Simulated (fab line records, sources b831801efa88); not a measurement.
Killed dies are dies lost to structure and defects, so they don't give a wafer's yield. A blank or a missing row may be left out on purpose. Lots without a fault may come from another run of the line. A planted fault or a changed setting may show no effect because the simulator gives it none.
Which tool did it? | flow gf180mcu | 14 lots, 42 wafers sampled, at 3 steps of a route of 602

WHAT THE GAUGES READ, wafer by wafer
GF_CONTACT_THK_MEAS_03.
lot  | measured     | on            | CONTACT_CVD_02_THK (nm)
L929 | day 15 03:13 | film_metro-04 | 838 868 855
L931 | day 15 22:48 | film_metro-01 | 846 860 866
L932 | day 16 07:19 | film_metro-01 | 862 860 865
L933 | day 16 21:13 | film_metro-04 | 849 846 848
L934 | day 17 05:26 | film_metro-01 | 866 883 875
L937 | day 18 06:58 | film_metro-04 | 863 845 876
L939 | day 19 02:13 | film_metro-01 | 842 871 866
L940 | day 19 06:44 | film_metro-04 | 874 883 886
L942 | day 20 00:35 | film_metro-01 | 856 847 858
L946 | day 21 17:39 | film_metro-01 | 858 884 881
L948 | day 22 12:22 | film_metro-04 | 861 863 865
L952 | day 23 17:26 | film_metro-04 | 854 853 872

WHICH TOOL RAN EACH LOT (tool, then ch and the chambers of the sampled wafers, then the start)
lot  | GF_VT_IMPLANT_STRIP_09               | GF_VT_IMPLANT_DEVELOP_17
L929 | plasma_asher-01 ch 0,1, day 5 14:22  | litho_track-04 ch 0, day 6 04:19
L931 | plasma_asher-01 ch 0, day 6 03:42    | litho_track-03 ch 0, day 6 18:55
L932 | plasma_asher-04 ch 0,1, day 6 09:40  | litho_track-03 ch 0, day 7 00:01
L933 | plasma_asher-01 ch 0,1, day 6 15:58  | litho_track-03 ch 0, day 7 07:43
L934 | plasma_asher-04 ch 0,1, day 6 21:52  | litho_track-04 ch 0, day 7 13:32
L937 | plasma_asher-04 ch 0,1, day 7 16:15  | litho_track-01 ch 0, day 8 08:14
L939 | plasma_asher-04 ch 0,1, day 8 06:08  | litho_track-04 ch 0, day 8 23:14
L940 | plasma_asher-04 ch 0,1, day 8 10:53  | litho_track-03 ch 0, day 9 03:26
L942 | plasma_asher-03 ch 0,1, day 8 22:35  | litho_track-04 ch 0, day 9 14:50
L943 | plasma_asher-01 ch 0,1, day 9 05:15  | litho_track-04, day 9 22:25
L944 | plasma_asher-03 ch 0,1, day 9 13:11  | litho_track-03, day 10 06:44
L946 | plasma_asher-01 ch 0,1, day 10 05:14 | litho_track-01 ch 0, day 10 22:49
L948 | plasma_asher-04 ch 0,1, day 10 15:56 | litho_track-04 ch 0, day 11 09:53
L952 | plasma_asher-01 ch 0,1, day 11 18:57 | litho_track-03 ch 0, day 12 14:31
- GF_VT_IMPLANT_STRIP_09: strips in O2/N2.
- GF_VT_IMPLANT_DEVELOP_17: develop time 60 s.

WHAT THE TOOLS THEMSELVES READ (means of the sampled wafers that have a number; where no wafer has one, the mark that the record gives instead)
GF_VT_IMPLANT_STRIP_09.
lot  | tool            | drypump_motor_current_A (A) | heater_power_w (W) | oes_product_au (a.u.) | strip_time_to_endpoint_s (s)
L929 | plasma_asher-01 | 5.6                         | 347                | 0.717                 | 12.65
L931 | plasma_asher-01 | 5.3                         | 344                | 0.714                 | 12.67
L932 | plasma_asher-04 | 6.2                         | 362                | 0.712                 | 12.63
L933 | plasma_asher-01 | 5.6                         | 348                | 0.711                 | 12.61
L934 | plasma_asher-04 | 5.9                         | 341                | 0.716                 | 12.61
L937 | plasma_asher-04 | 6.2                         | 364                | 0.714                 | 12.61
L939 | plasma_asher-04 | 5.9                         | 338                | 0.716                 | 12.63
L940 | plasma_asher-04 | 5.9                         | 337                | 0.720                 | 12.63
L942 | plasma_asher-03 | 5.3                         | 340                | 0.714                 | 12.63
L943 | plasma_asher-01 | 6.0                         | 350                | 0.714                 | 12.69
L944 | plasma_asher-03 | 5.3                         | 343                | 0.717                 | 12.60
L946 | plasma_asher-01 | 6.0                         | 342                | 0.715                 | 12.61
L948 | plasma_asher-04 | 6.2                         | 358                | 0.718                 | 12.65
L952 | plasma_asher-01 | 6.0                         | 348                | 0.715                 | 12.60

GF_VT_IMPLANT_DEVELOP_17.
lot  | tool           | chill_plate_temp_C (C) | developer_temp_C (C)
L929 | litho_track-04 | 23.04                  | 23.03
L931 | litho_track-03 | 22.87                  | 23.09
L932 | litho_track-03 | 22.89                  | 23.02
L933 | litho_track-03 | 22.94                  | 23.06
L934 | litho_track-04 | 23.01                  | 23.05
L937 | litho_track-01 | 23.04                  | 23.12
L939 | litho_track-04 | 23.09                  | 23.03
L940 | litho_track-03 | 23.05                  | 22.93
L942 | litho_track-04 | 23.06                  | 22.94
L943 | litho_track-04 | -                      | -
L944 | litho_track-03 | -                      | -
L946 | litho_track-01 | 23.04                  | 23.07
L948 | litho_track-04 | 22.98                  | 23.02
L952 | litho_track-03 | 23.05                  | 23.03

THE ANSWER, worked out from the rows above alone
Rule: what is usual is taken from the lots themselves. Put in order of their means at a reading, lots are off if they are a third of the lots or fewer, leave a main group of 4 or more, and stand apart from it by a gap of 3 or more times the standard deviation of the main group's means; of several such gaps the widest counts. A main group whose means are all the same, to the digits that the tables above print for the reading, isn't used. A lot without any number at a reading at which 4 lots or more have one is off too. The other lots that the step has rows for count as sound. The gauges are gone through in route order, then the tools' own readings, and for those a lot's mean is taken as printed above. The first step at which some lot is off is used, and at that step the reading that is off furthest; a lot without a number counts as furthest.
Off: L943, L944, at GF_VT_IMPLANT_DEVELOP_17 (chill_plate_temp_C). Without a number there: L943, L944. The main group: mean 23.00 C, standard deviation 0.067.
A tool fits if, at that step or a process step before it, it ran every lot that is off, and no sound lot after the first of them. None of those tried fits.

WHAT THE SIMULATOR HAD PUT IN
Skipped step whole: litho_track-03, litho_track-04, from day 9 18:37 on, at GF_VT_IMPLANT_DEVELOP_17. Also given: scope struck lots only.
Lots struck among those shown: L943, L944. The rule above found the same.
